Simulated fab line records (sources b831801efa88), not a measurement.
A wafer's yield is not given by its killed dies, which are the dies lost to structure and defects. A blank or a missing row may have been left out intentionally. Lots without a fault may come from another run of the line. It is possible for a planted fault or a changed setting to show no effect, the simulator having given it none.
Which tool was responsible?	flow sky130	13 lots, 39 wafers sampled, at 3 steps of a route of 708

WHAT THE GAUGES SHOWED, per wafer
SKY_VIA4_BOW_MEAS_03.
lot	measured	on	VIA4_BOW (um)
L719	day 41 09:26	film_metro-01	90 94 81
L718	day 41 13:36	film_metro-04	79 85 82
L720	day 42 03:52	film_metro-01	79 86 82
L724	day 43 11:24	film_metro-04	80 81 77
L727	day 44 08:57	film_metro-01	76 65 76
L732	day 45 14:12	film_metro-01	74 74 78
L733	day 45 15:54	film_metro-04	70 74 78
L734	day 45 23:26	film_metro-04	76 88 68
L735	day 46 05:23	film_metro-01	67 56 72
L739	day 47 14:34	film_metro-03	86 78 69
L740	day 47 15:35	film_metro-04	70 71 75
L738	day 47 17:23	film_metro-01	87 79 85
L741	day 47 21:01	film_metro-03	82 86 88

SKY_PASSIVATION_THK_MEAS_01.
lot	measured	on	PASSIVATION_CVD_00_THK (nm)
L719	day 43 09:28	film_metro-01	90.1 90.2 92.5
L718	day 43 14:21	film_metro-01	88.9 89.2 90.3
L720	day 44 03:55	film_metro-01	89.7 90.3 89.9
L724	day 45 08:50	film_metro-02	89.7 91.3 90.6
L727	day 46 05:46	film_metro-03	89.2 90.7 90.0
L732	day 47 08:04	film_metro-02	88.1 90.6 91.0
L733	day 47 11:12	film_metro-01	89.5 90.3 90.9
L734	day 47 17:39	film_metro-03	90.2 89.7 89.3
L735	day 47 23:38	film_metro-03	89.6 90.1 92.2
L739	day 49 05:25	film_metro-02	88.0 91.0 89.0
L740	day 49 06:31	film_metro-03	87.0 89.4 90.1
L738	day 49 07:51	film_metro-03	87.2 90.0 89.3
L741	day 49 11:30	film_metro-02	86.4 86.9 89.4

WHICH TOOL RAN EACH LOT (tool, then ch and the chambers of the sampled wafers, then the start)
lot	SKY_VIA4_ETCH_12
L719	rie_diel-03 ch 2,3, day 42 08:21
L718	rie_diel-03 ch 0,1,2, day 42 13:08
L720	rie_diel-04 ch 0,2,3, day 43 03:12
L724	rie_diel-03 ch 0,1,3, day 44 08:27
L727	rie_diel-04 ch 1,2,3, day 45 06:30
L732	rie_diel-04 ch 0,1, day 46 10:09
L733	rie_diel-04 ch 2,3, day 46 12:14
L734	rie_diel-01 ch 2,3, day 46 19:12
L735	rie_diel-04 ch 1,2,3, day 47 01:30
L739	rie_diel-03 ch 0,1, day 48 09:06
L740	rie_diel-04 ch 0,1, day 48 10:39
L738	rie_diel-04 ch 0,1, day 48 11:45
L741	rie_diel-01 ch 0,1,3, day 48 15:33
- SKY_VIA4_ETCH_12: etches SiO2 in C4F8/O2/Ar, stops on TiN, target depth 580 nm.

WHAT THE TOOLS THEMSELVES READ (means of the sampled wafers that have a number; where no wafer has one, the mark that the record gives instead)
SKY_VIA4_ETCH_12.
lot	tool	bias_w (W)	oes_product_au (a.u.)
L719	rie_diel-03	1203	0.928
L718	rie_diel-03	1205	0.927
L720	rie_diel-04	1202	0.923
L724	rie_diel-03	1199	0.924
L727	rie_diel-04	1200	0.931
L732	rie_diel-04	1200	0.926
L733	rie_diel-04	1201	0.924
L734	rie_diel-01	1203	0.926
L735	rie_diel-04	1198	0.931
L739	rie_diel-03	1201	0.920
L740	rie_diel-04	1196	0.927
L738	rie_diel-04	1200	0.927
L741	rie_diel-01	1201	0.928

THE ANSWER, worked out from the rows above alone
Rule: usual is defined by the lots themselves. The widest of any qualifying gaps counts: lots, ordered by their means at a reading, are off when they make up no more than a third of the lots, leave a main group of 4 or more, and stand apart from it by 3 or more times the standard deviation of that group's means. The tables above print the reading to a certain number of digits; a main group whose means all agree to those digits is not used. Also off: a lot with no number at a reading for which 4 or more lots have one. The other lots that the step has rows for count as sound. Order of review: gauges by route order, followed by the tools' own readings, for which a lot's mean as printed above is used. The first step at which some lot is off is used, and at that step the reading that is off furthest; a lot without a number counts as furthest.
Nothing can be told from this: no lot is off at any reading shown.

WHAT WAS PUT IN BY THE SIMULATOR
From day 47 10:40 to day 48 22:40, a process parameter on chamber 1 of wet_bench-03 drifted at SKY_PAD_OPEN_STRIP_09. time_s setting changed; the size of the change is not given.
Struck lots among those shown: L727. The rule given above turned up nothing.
